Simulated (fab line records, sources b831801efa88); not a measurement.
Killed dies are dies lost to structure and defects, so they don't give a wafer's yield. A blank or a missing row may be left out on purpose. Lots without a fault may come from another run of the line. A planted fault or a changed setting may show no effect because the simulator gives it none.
A struck lot beside a sound one | flow sky130 | 17 steps out of a route of 708
Sound: wafers L951.2, L951.3, L951.6. Struck: wafer L961.5. (L961.1, L961.6 of the same lot were not struck and are left out.) The cause comes at the end.
At each step with rows: each side's tool, then ch and its chambers, then its first start. Under that, the readings that differ: sound wafers | struck wafers | difference of the means | sigmas: that difference in standard deviations of wafers without a fault.
alike: readings whose means differ by less than 2 such deviations, and words and numbers that are the same on both sides. not compared: withheld readings, readings that some wafer has no value for, bounds like >300 that may hide the same value, and numbers for which the record gives no deviation and whose values overlap.
The two part at a step that has a row with sigmas, a row that says differs or no value, or rows on one side only. Numbers that don't overlap but have no deviation are shown without sigmas and don't part them. A reading that every wafer of one side lacks parts them only if that side has two wafers or more.

SKY_VIA1_CMP_02: polishes SiO2.
  sound on cmp-01 ch 0,1,3, day 35 06:05; struck on cmp-01 ch 2, day 38 03:50
  alike: head_pressure_psi, motor_current_A
SKY_VIA1_BOW_MEAS_03:
  sound on film_metro-01, day 35 06:18; struck on film_metro-02, day 38 04:02
  alike: VIA1_BOW
then, 8 steps without rows for these wafers: SKY_VIA1_DEHYDRATE_04 (time 60 s); SKY_VIA1_HMDS_05 (prime time 60 s); SKY_VIA1_COAT_06 (resist thk 60 nm); SKY_VIA1_COAT_07 (resist thk 450 nm); SKY_VIA1_SOFTBAKE_08 (time 90 s); SKY_VIA1_EXPOSE_09 (exposes mask VIM, target cd 150 nm); SKY_VIA1_PEB_10; SKY_VIA1_DEVELOP_11 (develop time 60 s).
SKY_VIA1_CD_MEAS_12: target cd 150 nm.
  sound on cd_sem-01, day 36 08:37; struck on cd_sem-02, day 39 05:05
  alike: cd_nm
SKY_VIA1_OVL_MEAS_13:
  sound on overlay-02, day 36 08:43; struck on overlay-01, day 39 05:12
  alike: VIA1_OVL
SKY_VIA1_ETCH_14: etches BARC in N2/H2, stops on SiO2, time 45.9 s, target depth 60 nm.
  sound on rie_diel-01 ch 0,1,3, day 36 08:44; struck on rie_diel-01 ch 1, day 39 05:14
  reading                                     | sound             | struck | difference | sigmas
  rf_fwd_power_W (W)                          | 498.6 497.0 496.0 | 577.4  | +80.2      | +47
  model.KrF-thick_of_VIA1_COAT_07.thk_nm (nm) | 392 391.6 391.8   | 383.4  | -8.4       |
  alike: drypump_motor_current_A, oes_product_au, throttle_valve_pct
  not compared: rf_hours_counter_h
SKY_VIA1_ETCH_15: etches SiO2 in C4F8/O2/Ar, stops on TiN, target depth 351 nm, time 54 s.
  sound on rie_diel-01 ch 0,1,3, day 36 08:47; struck on rie_diel-01 ch 1, day 39 05:17
  reading                                     | sound           | struck | difference | sigmas
  rf_fwd_power_W (W)                          | 1490 1492 1488  | 1478   | -12        | -2
  model.KrF-thick_of_VIA1_COAT_07.thk_nm (nm) | 320.5 319.8 321 | 312    | -8         |
  alike: oes_product_au
  not compared: rf_hours_counter_h
SKY_VIA1_STRIP_16: strips in O2/N2.
  sound on plasma_asher-01 ch 1, day 36 08:50; struck on plasma_asher-02 ch 0, day 39 05:20
  reading                      | sound             | struck | difference | sigmas
  strip_time_to_endpoint_s (s) | 4.434 4.412 4.444 | 4.325  | -0.105     | -4
  alike: drypump_motor_current_A, oes_product_au
  not compared: rf_hours_counter_h
then, 1 step without rows for these wafers: SKY_VIA1_STRIP_17 (strips in post etch residue remover, time 1200 s).
-- the record jumps here: 11 days lie between the struck wafers' starts before and after (it left off in module VIA1 and takes up again in module PAD_OPEN, whose first step shown is number 708 of the route) --
SKY_PAD_OPEN_PROBE_99:
  sound on prober-01, day 47 16:40; struck on prober-01, day 49 18:22
  reading               | sound       | struck | difference | sigmas
  sort_bin_6_memory (%) | 5.5 4.3 6.5 | 8.3    | +2.9       | +3
  alike: defect_limited_yield, killed_at_M0_to_M3, killed_at_M4_up, killed_at_contacts, killed_at_front_end, killed_at_other, killed_dies, killed_on_rim, killed_open, killed_short, sort_bin_3_pad_short, sort_bin_5_function, sort_n_pass, sort_yield_pct

WHERE THEY PART
First at SKY_VIA1_ETCH_14; last, within this record, at SKY_PAD_OPEN_PROBE_99.

WHY: what the simulator had put in
Process parameter drift: rie_diel-01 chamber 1, from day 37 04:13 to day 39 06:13, at SKY_VIA1_ETCH_14. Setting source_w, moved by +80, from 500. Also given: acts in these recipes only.
